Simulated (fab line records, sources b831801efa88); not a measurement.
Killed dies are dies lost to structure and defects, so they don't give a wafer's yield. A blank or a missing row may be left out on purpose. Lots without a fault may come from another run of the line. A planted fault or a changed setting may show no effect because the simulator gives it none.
Chamber matching | flow gf180mcu | GF_V4_CVD_02 on pecvd-04: 3 sister chambers
The step deposits SiO2 from TEOS, target thk 850 nm, time 94.851 s. 3 wafers are shown with their chamber, then 9 later ones without.

WAFERS WITH THEIR CHAMBER
wafer  | chamber | heater_power_w (W)
L088.4 | 1       | 638
L088.5 | 2       | 543
L088.6 | 0       | 636

WAFERS WITHOUT THEIR CHAMBER
wafer  | heater_power_w (W)
L089.3 | 748
L089.4 | 528
L089.6 | 817
L095.1 | 609
L095.4 | 653
L095.5 | 647
L096.2 | 662
L096.4 | 658
L096.5 | 801

WHICH CHAMBER EACH WENT THROUGH
wafer  | from the rows above          | in truth
L089.3 | can't be placed: 1 or 0 or 2 | 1
L089.4 | can't be placed: 2 or 0 or 1 | 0
L089.6 | can't be placed: 1 or 0 or 2 | 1
L095.1 | can't be placed: 0 or 1 or 2 | 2
L095.4 | can't be placed: 1 or 0 or 2 | 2
L095.5 | can't be placed: 1 or 0 or 2 | 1
L096.2 | can't be placed: 1 or 0 or 2 | 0
L096.4 | can't be placed: 1 or 0 or 2 | 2
L096.5 | can't be placed: 1 or 0 or 2 | 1
Placed correctly: 0 of 9. Can't be placed from these rows: 9 (the true chamber is among the candidates in 9). Placed wrongly: 0.
How it was worked out, from the rows above alone: a wafer's distance from a chamber is the root of the sum, over the readings, of the square of ((its reading less the chamber's mean) divided by the reading's scatter). The wafer belongs to the nearest chamber; if the next one is less than 2 further off, it can't be placed. A chamber's mean is the mean of its shown wafers. The scatter: with one shown wafer a chamber, the root of the mean of the squares of how far each hidden wafer lies from its nearest shown one.
